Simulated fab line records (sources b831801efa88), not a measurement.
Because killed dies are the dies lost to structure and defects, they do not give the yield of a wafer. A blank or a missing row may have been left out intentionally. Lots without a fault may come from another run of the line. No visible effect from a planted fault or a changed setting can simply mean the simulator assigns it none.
Chamber matching ; flow sky130 ; SKY_POLY_GATE_ETCH_16 on rieDiel-02 has 4 sister chambers
The step etches Si3N4 in CH3F/O2, stops on poly-Si, time 147.5 s, target depth 75 nm. 4 wafers are shown with their chamber, then 10 later ones without.

## WAFERS, EACH WITH ITS CHAMBER
wafer;chamber;drypumpMotorCurrentA (A)
L091.2;3;5.0
L091.3;2;5.7
L097.1;1;6.3
L097.2;0;5.6

## WAFERS WITH NO CHAMBER GIVEN
wafer;drypumpMotorCurrentA (A)
L097.4;5.7
L095.1;6.3
L095.3;5.7
L095.6;6.3
L093.2;5.0
L093.5;5.0
L093.6;5.5
L096.2;5.5
L096.3;6.3
L096.4;5.0

## WHICH CHAMBER EACH WENT THROUGH
wafer;from the rows above;in truth
L097.4;2;2
L095.1;1;1
L095.3;2;2
L095.6;1;1
L093.2;3;3
L093.5;3;3
L093.6;0;0
L096.2;0;0
L096.3;1;1
L096.4;3;3
Placed correctly: 10 of 10. Can't be placed from these rows: 0. 0 placed wrongly.
How it was worked out, from the rows above alone: a wafer's distance from a chamber is the root of the sum, over the readings, of the square of ((its reading less the chamber's mean) divided by the reading's scatter). If the next closest chamber is less than 2 further off than the closest, the wafer can't be placed; otherwise it belongs to the closest. A chamber's mean is the mean of its shown wafers. The scatter (one wafer shown for each chamber): square how far every hidden wafer sits from the nearest shown wafer, average those squares and take the square root.
